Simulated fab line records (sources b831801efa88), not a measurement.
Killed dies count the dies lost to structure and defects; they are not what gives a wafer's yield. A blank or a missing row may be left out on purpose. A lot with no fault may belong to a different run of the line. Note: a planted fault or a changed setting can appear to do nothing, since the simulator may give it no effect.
fab line records -- flow sky130
record lots=7, wafers=21, last-day=50
route steps=708 shown METAL3@558 PAD_OPEN@708
lots with no fault: from the same line, run without faults
start-h: start of the lot's first displayed wafer, in hours after the record's first day -- wait-h: hours elapsed since this lot's preceding step -- " repeats the value in the row above -- L1.1+2: a single row standing in for several wafers -- - no value present, or no start provided -- * or withheld: withheld -- < > ~ a bound
route shown NAME@n: NAME is a module with steps in the file, n the number in the route of the first one -- usual: mean/standard deviation taken from wafers without a fault -- same: alike in all rows -- chamber/n: place in a boat -- sites: per-site readings -- _std_site: the standard deviation of these -- _edge_site: inner sites' mean taken away from outer sites' mean -- radius-mm: how far each site lies from the wafer's centre -- mask NAME#n: copy n -- behind: the most recent tool/chamber to have shaped the wafer -- hold: why the lot went on hold/how many hours it stayed there/how the hold came to an end -- device: the transistor (n, p or np) that didn't switch -- end of line: at the end of the route, the tests of the same wafers -- a step without rows: its recipe alone -- killed: count of dies lost to structure and defects at first sort (not the wafer's yield) -- map: the dies of a wafer, with x for killed, . for not killed, _ for no die there
set.NAME: the setting that was run; set.NAME@STEP: the one run at that earlier step -- model.NAME: the simulator's own value behind a step, which no gauge read
certain route steps with their lots: each step a table, each wafer a row
services: the hour from which a tool's chamber was out of use, counted from the record's first day as start-h (under 0 if before that day), plus the number of hours and why
## steps
# step SKY_METAL3_COAT_08
# recipe resist=KrF-thick, spin-rpm=3000, resist-thk-nm=1140
# step SKY_METAL3_SOFTBAKE_09
# recipe temp-c=100, time-s=90, resist=KrF-thick
# step SKY_METAL3_EXPOSE_10
# recipe mask-id=MM3, na=0.68, source-shape=annular, sigma-inner=0.4, sigma-outer=0.8, target-cd-nm=300, dose-mj=28
# step SKY_METAL3_PEB_11
# recipe peb-temp-c=withheld, peb-time-s=withheld, resist=KrF-thick
# step SKY_METAL3_DEVELOP_12
# recipe develop-time-s=60, resist=KrF-thick, dev-temp-c=21
# step SKY_METAL3_CD_MEAS_13
# recipe target-cd-nm=300
# usual cd-nm=299.8/1.6
lot.wafer,tool,chamber,start-h,wait-h,cd-nm
L275.1,cd-sem-02,-,920.98,-,297.7
L275.5,cd-sem-02,-,920.98,-,298.8
L275.6,cd-sem-02,-,920.98,-,299.9
L283.1,cd-sem-02,-,980.58,-,301.5
L283.2,cd-sem-02,-,980.58,-,302.7
L283.6,cd-sem-02,-,980.58,-,301.1
L289.1,cd-sem-02,-,1012.84,-,296.9
L289.4,cd-sem-02,-,1012.84,-,296.6
L289.6,cd-sem-02,-,1012.84,-,297.9
L291.3,cd-sem-02,-,1022.68,-,298.3
L291.5,cd-sem-02,-,1022.68,-,299.8
L291.6,cd-sem-02,-,1022.68,-,299.7
L292.2,cd-sem-02,-,1025.70,-,297.7
L292.3,cd-sem-02,-,1025.70,-,300.9
L292.4,cd-sem-02,-,1025.70,-,299.6
L293.2,cd-sem-02,-,1031.24,-,301.5
L293.4,cd-sem-02,-,1031.24,-,298.9
L293.6,cd-sem-02,-,1031.24,-,301.9
L296.2,cd-sem-01,-,1052.34,-,298.3
L296.4,cd-sem-01,-,1052.34,-,299.4
L296.5,cd-sem-01,-,1052.34,-,298.0
# step SKY_METAL3_OVL_MEAS_14
# usual METAL3_OVL=2/7.5
lot.wafer,tool,chamber,start-h,wait-h,METAL3_OVL[nm]
L275.1,overlay-02,-,921.10,0.1,-1
L275.5,overlay-02,-,921.10,0.1,1
L275.6,overlay-02,-,921.10,0.1,1
L283.1,overlay-01,-,980.70,0.1,4
L283.2,overlay-01,-,980.70,0.1,-1
L283.6,overlay-01,-,980.70,0.1,4
L289.1,overlay-02,-,1012.96,0.1,-4
L289.4,overlay-02,-,1012.96,0.1,-5
L289.6,overlay-02,-,1012.96,0.1,-8
L291.3,overlay-02,-,1022.77,0.1,-6
L291.5,overlay-02,-,1022.77,0.1,-8
L291.6,overlay-02,-,1022.77,0.1,-15
L292.2,overlay-02,-,1025.80,0.1,9
L292.3,overlay-02,-,1025.80,0.1,10
L292.4,overlay-02,-,1025.80,0.1,7
L293.2,overlay-01,-,1031.35,0.1,-5
L293.4,overlay-01,-,1031.35,0.1,-1
L293.6,overlay-01,-,1031.35,0.1,-5
L296.2,overlay-02,-,1052.45,0.1,11
L296.4,overlay-02,-,1052.45,0.1,6
L296.5,overlay-02,-,1052.45,0.1,5
# step SKY_METAL3_DESCUM_15
# recipe chemistry=O2, source-power-w=150, bias-power-w=0, pressure-mtorr=10, temp-c=40, time-s=8
# usual drypump-motor-current-A=5.8/0.6, he-backside-leak-sccm=3.4/0.41, oes-product-au=0.998/0.0068
lot.wafer,tool,chamber,start-h,wait-h,drypump-motor-current-A,he-backside-leak-sccm,oes-product-au,rf-hours-counter-h
L275.1,rie-metal-02,1,921.13,0.0,6.4,3.3,0.999,5
L275.5,rie-metal-02,0,921.13,0.0,5.3,3.2,0.992,-
L275.6,rie-metal-02,1,921.13,0.0,6.4,3.6,0.993,-
L283.1,rie-metal-04,1,980.73,0.0,5.9,3.5,0.997,14
L283.2,rie-metal-04,0,980.73,0.0,4.6,3.5,1.016,12
L283.6,rie-metal-04,1,980.73,0.0,5.9,3.6,0.994,-
L289.1,rie-metal-02,1,1012.99,0.0,6.4,3.4,0.999,10
L289.4,rie-metal-02,0,1012.99,0.0,5.4,3.2,0.989,-
L289.6,rie-metal-02,1,1012.99,0.0,6.4,3.4,0.995,-
L291.3,rie-metal-02,1,1022.80,0.0,6.4,3.2,0.999,-
L291.5,rie-metal-02,0,1022.80,0.0,5.3,3.2,0.998,-
L291.6,rie-metal-02,1,1022.80,0.0,6.4,3.4,1.004,-
L292.2,rie-metal-02,1,1025.83,0.0,6.4,3.3,0.997,11
L292.3,rie-metal-02,0,1025.83,0.0,5.3,3.3,0.997,-
L292.4,rie-metal-02,1,1025.83,0.0,6.4,3.3,0.991,-
L293.2,rie-metal-04,0,1031.38,0.0,4.7,3.4,0.989,15
L293.4,rie-metal-04,1,1031.38,0.0,5.9,3.8,0.989,-
L293.6,rie-metal-04,0,1031.38,0.0,4.6,3.4,0.999,-
L296.2,rie-metal-04,1,1052.48,0.0,5.8,3.3,1.000,18
L296.4,rie-metal-04,1,1052.48,0.0,5.8,3.4,0.993,-
L296.5,rie-metal-04,0,1052.48,0.0,4.7,3.3,1.011,-
# step SKY_METAL3_ETCH_16
# recipe chemistry=N2/H2, target=BARC, ion-energy-ev=200, bias-w=100, pressure-mtorr=30, n2-flow-sccm=100, h2-flow-sccm=200, icp-w=500, stop-on=SiO2, time-s=88.2, target-depth-a=600
# usual drypump-motor-current-A=5.8/0.59, he-backside-leak-sccm=3.39/0.21, oes-product-au=0.625/0.005, throttle-valve-pct=13.205/0.0099
lot.wafer,tool,chamber,start-h,wait-h,drypump-motor-current-A,he-backside-leak-sccm,oes-product-au,rf-hours-counter-h,throttle-valve-pct
L275.1,rie-metal-02,1,921.16,0.0,6.4,3.33,0.634,5,13.204
L275.5,rie-metal-02,0,921.16,0.0,5.4,3.12,0.619,-,13.210
L275.6,rie-metal-02,1,921.16,0.0,6.4,3.65,0.627,-,13.220
L283.1,rie-metal-04,1,980.76,0.0,5.9,3.32,0.631,14,13.189
L283.2,rie-metal-04,0,980.76,0.0,4.6,3.46,0.625,12,13.196
L283.6,rie-metal-04,1,980.76,0.0,5.9,3.17,0.628,-,13.218
L289.1,rie-metal-02,1,1013.03,0.0,6.4,3.25,0.626,10,13.206
L289.4,rie-metal-02,0,1013.03,0.0,5.3,3.18,0.631,-,13.211
L289.6,rie-metal-02,1,1013.03,0.0,6.4,3.39,0.623,-,13.199
L291.3,rie-metal-02,1,1022.86,0.0,6.4,3.37,0.634,-,13.217
L291.5,rie-metal-02,0,1022.86,0.0,5.4,3.19,0.632,-,13.197
L291.6,rie-metal-02,1,1022.86,0.0,6.4,3.18,0.625,-,13.206
L292.2,rie-metal-02,1,1025.86,0.0,6.4,3.15,0.622,11,13.212
L292.3,rie-metal-02,0,1025.86,0.0,5.3,3.22,0.626,-,13.192
L292.4,rie-metal-02,1,1025.86,0.0,6.4,3.21,0.628,-,13.208
L293.2,rie-metal-04,0,1031.41,0.0,4.7,3.55,0.626,15,13.211
L293.4,rie-metal-04,1,1031.41,0.0,5.8,3.47,0.624,-,13.220
L293.6,rie-metal-04,0,1031.41,0.0,4.7,3.49,0.622,-,13.197
L296.2,rie-metal-04,1,1052.51,0.0,5.9,3.62,0.626,18,13.203
L296.4,rie-metal-04,1,1052.51,0.0,5.9,3.21,0.627,-,13.205
L296.5,rie-metal-04,0,1052.51,0.0,4.7,3.50,0.625,-,13.200
# step SKY_METAL3_ETCH_17
# recipe target=SiO2, stop-on=TiN, chemistry=C4F8/O2/Ar, source-w=1500, bias-w=1200, pressure-mtorr=40, c4f8-flow-sccm=withheld, O2_flow_sccm=6, Ar_flow_sccm=300, time-s=3.9, target-depth-a=150
# usual oes-product-au=0.756/0.0068
lot.wafer,tool,chamber,start-h,wait-h,oes-product-au,rf-hours-counter-h
L275.1,rie-diel-01,3,921.26,0.1,0.755,11
L275.5,rie-diel-01,1,921.26,0.1,0.756,-
L275.6,rie-diel-01,2,921.26,0.1,0.755,-
L283.1,rie-diel-03,3,980.86,0.1,0.749,5
L283.2,rie-diel-03,0,980.86,0.1,0.751,26
L283.6,rie-diel-03,2,980.86,0.1,0.749,-
L289.1,rie-diel-02,1,1013.12,0.1,0.759,8
L289.4,rie-diel-02,0,1013.12,0.1,0.765,-
L289.6,rie-diel-02,2,1013.12,0.1,0.768,-
L291.3,rie-diel-02,3,1022.92,0.0,0.750,0
L291.5,rie-diel-02,0,1022.92,0.0,0.777,-
L291.6,rie-diel-02,3,1022.92,0.0,0.768,-
L292.2,rie-diel-01,2,1025.96,0.1,0.750,9
L292.3,rie-diel-01,3,1025.96,0.1,0.753,14
L292.4,rie-diel-01,0,1025.96,0.1,0.761,12
L293.2,rie-diel-03,1,1031.51,0.1,0.752,9
L293.4,rie-diel-03,2,1031.51,0.1,0.765,8
L293.6,rie-diel-03,2,1031.51,0.1,0.773,-
L296.2,rie-diel-02,3,1052.61,0.1,0.748,2
L296.4,rie-diel-02,2,1052.61,0.1,0.752,12
L296.5,rie-diel-02,1,1052.61,0.1,0.756,-
# step SKY_METAL3_METAL_ETCH_18
# recipe target-depth-a=8450, stop-on=SiO2, over-etch-frac=0.3, time-s=183.1, chemistry=Cl2/BCl3, resist-sidewall-deg=88, pressure-mtorr=10, icp-w=900, bias-w=48.5, Cl2_flow_sccm=60, bcl3-flow-sccm=30
# usual drypump-motor-current-A=5.7/0.65, he-backside-leak-sccm=3.5/0.39, oes-product-au=0.868/0.0063, throttle-valve-pct=22.265/0.009
lot.wafer,tool,chamber,start-h,wait-h,drypump-motor-current-A,he-backside-leak-sccm,oes-product-au,rf-hours-counter-h,throttle-valve-pct
L275.1,rie-metal-04,0,921.28,0.0,4.6,3.4,0.871,9,22.251
L275.5,rie-metal-04,0,921.28,0.0,4.7,3.2,0.877,-,22.259
L275.6,rie-metal-04,1,921.28,0.0,5.8,4.4,0.870,-,22.261
L283.1,rie-metal-03,0,980.88,0.0,6.4,3.5,0.867,10,22.271
L283.2,rie-metal-03,1,980.88,0.0,6.1,3.1,0.874,17,22.276
L283.6,rie-metal-03,0,980.88,0.0,6.4,3.4,0.875,-,22.271
L289.1,rie-metal-04,0,1013.14,0.0,4.7,3.3,0.865,14,22.268
L289.4,rie-metal-04,1,1013.14,0.0,5.9,3.6,0.869,-,22.250
L289.6,rie-metal-04,1,1013.14,0.0,5.9,3.5,0.862,-,22.267
L291.3,rie-metal-03,1,1023.00,0.1,6.0,3.4,0.861,-,22.272
L291.5,rie-metal-03,0,1023.00,0.1,6.4,3.5,0.863,-,22.260
L291.6,rie-metal-03,1,1023.00,0.1,6.1,6.2,0.874,-,22.263
L292.2,rie-metal-04,0,1025.98,0.0,4.6,5.7,0.875,15,22.272
L292.3,rie-metal-04,0,1025.98,0.0,4.7,3.4,0.873,-,22.266
L292.4,rie-metal-04,1,1025.98,0.0,5.8,3.5,0.870,-,22.258
L293.2,rie-metal-03,1,1031.53,0.0,6.0,3.3,0.869,20,22.268
L293.4,rie-metal-03,0,1031.53,0.0,6.4,3.7,0.869,-,22.261
L293.6,rie-metal-03,0,1031.53,0.0,6.4,3.8,0.863,-,22.255
L296.2,rie-metal-03,0,1052.63,0.0,6.4,3.5,0.861,14,22.261
L296.4,rie-metal-03,1,1052.63,0.0,6.1,3.5,0.865,-,22.261
L296.5,rie-metal-03,1,1052.63,0.0,6.1,3.5,0.860,-,22.279
# step SKY_METAL3_STRIP_19
# recipe chemistry=O2/N2, power-w=1400, pressure-mtorr=1500, platen-temp-c=withheld, o2-flow-sccm=3000, n2-flow-sccm=300, overash-fraction=0.5
# usual chamber-pressure-mTorr=1500.0/1.3, drypump-motor-current-A=5.9/0.45, oes-product-au=0.504/0.0052, strip-time-to-endpoint-s=6.56/0.054
lot.wafer,tool,chamber,start-h,wait-h,chamber-pressure-mTorr,drypump-motor-current-A,oes-product-au,rf-hours-counter-h,strip-time-to-endpoint-s
L275.1,plasma-asher-03,0,921.46,0.1,1500.4,5.4,0.504,75,6.53
L275.5,plasma-asher-03,1,921.46,0.1,1499.5,6.6,0.507,-,6.56
L275.6,plasma-asher-03,0,921.46,0.1,1500.9,5.4,0.502,-,6.60
L283.1,plasma-asher-03,1,981.06,0.1,1499.7,6.6,0.498,82,6.63
L283.2,plasma-asher-03,0,981.06,0.1,1499.0,5.4,0.504,82,6.57
L283.6,plasma-asher-03,1,981.06,0.1,1498.4,6.6,0.498,-,6.54
L289.1,plasma-asher-02,0,1013.32,0.1,1500.8,6.2,0.504,60,6.48
L289.4,plasma-asher-02,0,1013.32,0.1,1499.2,6.2,0.501,-,6.47
L289.6,plasma-asher-02,0,1013.32,0.1,1499.3,6.2,0.508,-,6.54
L291.3,plasma-asher-03,1,1023.15,0.1,1502.5,6.5,0.506,-,6.54
L291.5,plasma-asher-03,1,1023.15,0.1,1499.8,6.5,0.495,-,6.53
L291.6,plasma-asher-03,0,1023.15,0.1,1497.9,5.4,0.500,-,6.56
L292.2,plasma-asher-02,0,1026.16,0.1,1499.2,6.2,0.502,61,6.55
L292.3,plasma-asher-02,0,1026.16,0.1,1500.3,6.3,0.496,-,6.58
L292.4,plasma-asher-02,1,1026.16,0.1,1497.9,5.4,0.518,-,6.63
L293.2,plasma-asher-02,1,1031.71,0.1,1500.5,5.4,0.510,62,6.53
L293.4,plasma-asher-02,0,1031.71,0.1,1500.6,6.3,0.497,-,6.50
L293.6,plasma-asher-02,1,1031.71,0.1,1500.0,5.4,0.500,-,6.52
L296.2,plasma-asher-03,0,1052.81,0.1,1500.0,5.4,0.513,89,6.67
L296.4,plasma-asher-03,1,1052.81,0.1,1499.4,6.5,0.505,-,6.64
L296.5,plasma-asher-03,0,1052.81,0.1,1498.5,5.4,0.500,-,6.59
# step SKY_METAL3_STRIP_20
# recipe chemistry=post-etch-residue-remover, time-s=1200, temp-c=72.5
# usual bath-guard-temp-C=72.6/0.48, bath-heat-duty-pct=15.4/1.7
lot.wafer,tool,chamber,start-h,wait-h,bath-guard-temp-C,bath-heat-duty-pct
L275.1,wet-bench-03,0,921.56,0.1,73.1,18.0
L275.5,wet-bench-03,0,921.56,0.1,72.9,18.6
L275.6,wet-bench-03,0,921.56,0.1,73.1,17.0
L283.1,wet-bench-01,0,981.16,0.1,73.5,14.1
L283.2,wet-bench-01,0,981.16,0.1,72.8,13.2
L283.6,wet-bench-01,0,981.16,0.1,73.1,13.5
L289.1,wet-bench-01,1,1013.42,0.1,72.9,16.5
L289.4,wet-bench-01,1,1013.42,0.1,73.1,16.1
L289.6,wet-bench-01,1,1013.42,0.1,72.7,14.7
L291.3,wet-bench-03,1,1023.22,0.0,-,-
L291.5,wet-bench-03,1,1023.22,0.0,-,-
L291.6,wet-bench-03,1,1023.22,0.0,-,-
L292.2,wet-bench-03,0,1026.26,0.1,-,-
L292.3,wet-bench-03,0,1026.26,0.1,-,-
L292.4,wet-bench-03,0,1026.26,0.1,-,-
L293.2,wet-bench-01,1,1031.81,0.1,-,-
L293.4,wet-bench-01,1,1031.81,0.1,-,-
L293.6,wet-bench-01,1,1031.81,0.1,-,-
L296.2,wet-bench-01,2,1052.91,0.1,72.0,15.0
L296.4,wet-bench-01,2,1052.91,0.1,71.9,13.7
L296.5,wet-bench-01,2,1052.91,0.1,72.0,15.0
# step SKY_METAL3_CLEAN_21
# recipe chemistry=IPA, time-s=180, temp-c=25
# step SKY_PAD_OPEN_PROBE_99
# usual defect-limited-yield=82.3/2, killed_at_M0_to_M3=43/7.3, killed_at_M4_up=3.2/1.8, killed-at-contacts=24/5.8, killed-at-front-end=16/4.5, killed-at-other=0.3/0.53, killed-dies=87/9.9, killed-open=48/6.8, killed-short=39/6.9, sort_bin_3_pad_short=0.8/0.42, sort_bin_5_function=10.4/1.6, sort_bin_6_memory=6.4/1.2, sort-n-pass=405/9.9, sort-yield-pct=82.3/2
# same gross-dies=492, killed-at-back-side=0, sort_bin_4_leakage[%]=0, sort_bin_8_speed[%]=0
lot.wafer,tool,chamber,start-h,wait-h,defect-limited-yield[%],killed_at_M0_to_M3,killed_at_M4_up,killed-at-contacts,killed-at-front-end,killed-at-other,killed-dies,killed-open,killed-short,sort_bin_3_pad_short[%],sort_bin_5_function[%],sort_bin_6_memory[%],sort-n-pass,sort-yield-pct[%],model.etest.via3-chain.rc-ohm,model.etest.met3-comb.leak-log10-a-um
L275.1,prober-01,-,1092.89,0.1,84.1,38,0,19,21,0,78,45,33,0.8,8.9,6.1,414,84.1,9.572,-11.96
L275.5,prober-01,-,1093.09,0.2,79.9,46,5,24,23,1,99,48,51,1.2,11.2,7.7,393,79.9,9.776,-11.94
L275.6,prober-01,-,1093.14,0.2,82.9,41,1,24,18,0,84,53,31,0.6,9.3,7.1,408,82.9,9.377,-12.09
L283.1,prober-01,-,1138.89,0.1,79.3,49,3,30,20,0,102,54,48,1.4,11.8,7.5,390,79.3,9.538,-12.07
L283.2,prober-01,-,1138.94,0.1,79.1,46,1,32,24,0,103,63,40,0.6,13.2,7.1,389,79.1,9.729,-12.01
L283.6,prober-01,-,1139.14,0.2,81.5,51,1,24,15,0,91,52,39,1.6,10.6,6.3,401,81.5,9.794,-11.93
L289.1,prober-01,-,1162.99,0.1,82.1,46,6,19,16,1,88,45,43,1.6,9.8,6.5,404,82.1,9.575,-11.97
L289.4,prober-01,-,1163.14,0.2,82.1,39,4,29,16,0,88,49,39,1.6,9.1,7.1,404,82.1,10.4,-12.08
L289.6,prober-01,-,1163.24,0.2,78.3,54,1,28,24,0,107,59,48,0.4,15.0,6.3,385,78.3,10.13,-12.07
L291.3,prober-01,-,1173.33,0.2,81.9,43,3,23,19,1,89,60,29,0.6,10.6,6.9,403,81.9,10.01,-11.54
L291.5,prober-01,-,1173.43,0.2,78.5,54,3,26,23,0,106,52,54,1.8,12.0,7.7,386,78.5,10.94,-11.58
L291.6,prober-01,-,1173.48,0.2,85.0,34,3,23,14,0,74,48,26,0.4,8.5,6.1,418,85.0,10.22,-11.47
L292.2,prober-02,-,1174.78,0.1,82.1,39,3,33,13,0,88,52,36,0.2,9.6,8.1,404,82.1,10.29,-11.49
L292.3,prober-02,-,1174.83,0.2,81.1,40,6,25,22,0,93,50,43,2.0,9.8,7.1,399,81.1,10.2,-11.63
L292.4,prober-02,-,1174.88,0.2,79.5,49,5,31,15,1,101,56,45,1.0,11.0,8.5,391,79.5,10.95,-11.48
L293.2,prober-01,-,1177.11,0.1,86.4,34,7,15,10,1,67,42,25,0.4,6.7,6.5,425,86.4,10.44,-11.61
L293.4,prober-01,-,1177.21,0.2,84.8,48,0,14,13,0,75,34,41,0.6,8.5,6.1,417,84.8,10.62,-11.41
L293.6,prober-01,-,1177.31,0.2,82.5,43,5,27,11,0,86,42,44,0.6,8.5,8.3,406,82.5,10.39,-11.54
L296.2,prober-02,-,1193.20,0.1,76.2,58,5,33,21,0,117,61,56,1.0,14.6,8.1,375,76.2,10.24,-11.96
L296.4,prober-02,-,1193.30,0.2,84.8,42,3,13,17,0,75,49,26,0,10.0,5.3,417,84.8,10.04,-11.92
L296.5,prober-02,-,1193.35,0.2,85.8,34,3,19,14,0,70,37,33,0.6,6.9,6.7,422,85.8,10.15,-12
# killed by level:class
L275.1 VIA1:geometric-particle:open=11 CONTACT:geometric-particle:open=10 FIELD_ISO:geometric-particle:short=7 LI_CONTACT:geometric-particle:open=5 METAL1:geometric-particle:short=5 VIA1:geometric-particle:short=5 METAL2:geometric-particle:short=5 FIELD_ISO:geometric-particle:open=4
L275.5 VIA2:geometric-particle:open=10 VIA1:geometric-particle:open=9 FIELD_ISO:geometric-particle:short=7 LI_CONTACT:geometric-particle:open=7 VIA1:geometric-particle:short=6 CONTACT:geometric-particle:open=5 VIA3:geometric-particle:short=5 POLY_GATE:geometric-particle:short=4
L275.6 VIA1:geometric-particle:open=12 CONTACT:geometric-particle:open=8 VIA2:geometric-particle:open=6 VIA3:geometric-particle:open=6 FIELD_ISO:geometric-particle:open=5 POLY_GATE:geometric-particle:short=5 POLY_GATE:geometric-particle:open=5 LI_CONTACT:geometric-particle:open=5
L283.1 VIA1:geometric-particle:open=16 CONTACT:geometric-particle:open=10 FIELD_ISO:geometric-particle:short=8 LI_CONTACT:geometric-particle:open=7 METAL2:geometric-particle:short=7 VIA3:geometric-particle:open=6 METAL1:geometric-particle:short=6 POLY_GATE:geometric-particle:open=5
L283.2 CONTACT:geometric-particle:open=13 VIA1:geometric-particle:open=12 LI_CONTACT:geometric-particle:open=11 VIA2:geometric-particle:short=8 POLY_GATE:geometric-particle:open=7 FIELD_ISO:geometric-particle:open=6 METAL1:geometric-particle:short=6 VIA2:geometric-particle:open=5
L283.6 CONTACT:geometric-particle:open=15 VIA1:geometric-particle:open=12 VIA2:geometric-particle:open=9 METAL2:geometric-particle:short=8 CONTACT:geometric-particle:short=5 VIA1:geometric-particle:short=4 FIELD_ISO:geometric-particle:short=3 LI_CONTACT:geometric-particle:open=3
L289.1 VIA1:geometric-particle:open=7 VIA2:geometric-particle:open=7 METAL2:geometric-particle:short=7 LI_CONTACT:geometric-particle:open=6 CONTACT:geometric-particle:open=6 METAL1:geometric-particle:short=6 FIELD_ISO:geometric-particle:short=5 VIA3:geometric-particle:open=5
L289.4 CONTACT:geometric-particle:open=13 LI_CONTACT:geometric-particle:open=10 VIA1:geometric-particle:open=8 METAL3:geometric-particle:short=6 CONTACT:geometric-particle:short=5 VIA1:geometric-particle:short=5 METAL2:geometric-particle:short=5 FIELD_ISO:geometric-particle:short=4
L289.6 CONTACT:geometric-particle:open=14 VIA1:geometric-particle:open=12 LI_CONTACT:geometric-particle:open=10 METAL2:geometric-particle:short=9 FIELD_ISO:geometric-particle:short=8 METAL1:geometric-particle:short=7 POLY_GATE:geometric-particle:short=6 VIA3:geometric-particle:short=6
L291.3 CONTACT:geometric-particle:open=13 VIA1:geometric-particle:open=10 VIA2:geometric-particle:open=8 VIA3:geometric-particle:open=7 FIELD_ISO:geometric-particle:short=6 FIELD_ISO:geometric-particle:open=5 LI_CONTACT:geometric-particle:open=5 POLY_GATE:geometric-particle:open=4
L291.5 VIA1:geometric-particle:open=13 METAL2:geometric-particle:short=8 LI_CONTACT:geometric-particle:open=7 METAL1:geometric-particle:short=7 POLY_GATE:geometric-particle:open=6 LOCAL_INTERCONNECT:geometric-particle:short=6 SPACER:geometric-particle:short=5 CONTACT:geometric-particle:open=5
L291.6 VIA2:geometric-particle:open=9 CONTACT:geometric-particle:open=9 FIELD_ISO:geometric-particle:open=7 METAL1:geometric-particle:short=7 VIA1:geometric-particle:open=6 LOCAL_INTERCONNECT:geometric-particle:short=5 VIA3:geometric-particle:open=5 POLY_GATE:geometric-particle:short=3
L292.2 CONTACT:geometric-particle:open=14 LI_CONTACT:geometric-particle:open=11 VIA1:geometric-particle:open=9 VIA1:geometric-particle:short=7 VIA2:geometric-particle:open=7 METAL2:geometric-particle:short=5 FIELD_ISO:geometric-particle:short=3 POLY_GATE:geometric-particle:short=3
L292.3 CONTACT:geometric-particle:open=11 VIA1:geometric-particle:open=9 LI_CONTACT:geometric-particle:open=6 FIELD_ISO:geometric-particle:short=5 METAL2:geometric-particle:short=5 POLY_GATE:geometric-particle:short=4 SPACER:geometric-particle:open=4 CONTACT:geometric-particle:short=4
L292.4 CONTACT:geometric-particle:open=16 VIA1:geometric-particle:open=9 VIA2:geometric-particle:open=7 VIA3:geometric-particle:open=6 LI_CONTACT:geometric-particle:open=5 METAL1:geometric-particle:short=5 METAL3:geometric-particle:short=5 FIELD_ISO:geometric-particle:open=4
L293.2 VIA1:geometric-particle:open=8 VIA3:geometric-particle:open=7 VIA2:geometric-particle:open=6 LI_CONTACT:geometric-particle:short=5 METAL4:geometric-particle:open=5 CONTACT:geometric-particle:open=4 METAL1:geometric-particle:short=4 METAL2:geometric-particle:short=4
L293.4 METAL2:geometric-particle:short=10 METAL1:geometric-particle:short=8 VIA1:geometric-particle:open=7 VIA3:geometric-particle:open=5 VIA2:geometric-particle:open=5 FIELD_ISO:geometric-particle:short=4 LOCAL_INTERCONNECT:geometric-particle:short=4 CONTACT:geometric-particle:open=4
L293.6 VIA1:geometric-particle:open=11 CONTACT:geometric-particle:open=7 METAL1:geometric-particle:short=7 METAL2:geometric-particle:short=7 LI_CONTACT:geometric-particle:short=6 LOCAL_INTERCONNECT:geometric-particle:short=6 VIA2:geometric-particle:open=5 METAL3:geometric-particle:short=5
L296.2 VIA1:geometric-particle:open=14 METAL2:geometric-particle:short=11 CONTACT:geometric-particle:open=10 LI_CONTACT:geometric-particle:open=9 METAL1:geometric-particle:short=7 POLY_GATE:geometric-particle:open=6 VIA3:geometric-particle:open=6 VIA2:geometric-particle:short=6
L296.4 VIA1:geometric-particle:open=16 POLY_GATE:geometric-particle:open=5 POLY_GATE:geometric-particle:short=5 VIA3:geometric-particle:open=5 CONTACT:geometric-particle:short=4 VIA2:geometric-particle:open=4 FIELD_ISO:geometric-particle:open=3 SPACER:geometric-particle:open=3
L296.5 LI_CONTACT:geometric-particle:open=7 CONTACT:geometric-particle:open=6 METAL2:geometric-particle:short=6 VIA3:geometric-particle:open=6 FIELD_ISO:geometric-particle:short=5 VIA2:geometric-particle:open=5 POLY_GATE:geometric-particle:open=4 METAL1:geometric-particle:short=4
## services
tool,chamber,start-h,hours,kind
rie-metal-04,-,919.38,0.6,repair
rie-diel-03,0,927.88,3.5,repair
wet-bench-03,-,931.77,1.9,pm
plasma-asher-02,-,936.70,1.1,repair
rie-metal-04,-,981.89,0.3,repair
rie-diel-02,3,988.49,2.6,repair
rie-diel-02,3,991.11,-,clean
rie-diel-02,3,991.11,25.7,scheduled-down
rie-diel-02,3,991.11,25.7,vent-cycle
rie-diel-01,-,991.22,2.8,pm
rie-diel-03,3,992.40,1.3,repair
rie-diel-02,1,1013.53,10.8,repair
rie-diel-03,-,1021.90,2.8,pm
rie-diel-01,3,1036.92,49.9,repair
## key
first-sign step=SKY_METAL3_STRIP_20, reading=tool-record, direction=missing
effect none on later readings
model-effect step=SKY_PAD_OPEN_PROBE_99, value=etest.via3-chain.rc-ohm, without=9.851, struck=10.45
met-at SKY_METAL3_STRIP_20
struck-wafers L291.3,L291.5,L291.6,L292.2,L292.3,L292.4,L293.2,L293.4,L293.6
onset-between 1013.42 1023.22
fault kind=skipped-step-whole, tool=wet-bench-01,wet-bench-03, chamber=-, onset-h=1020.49, steps=SKY_METAL3_STRIP_20, scope=struck-lots-only
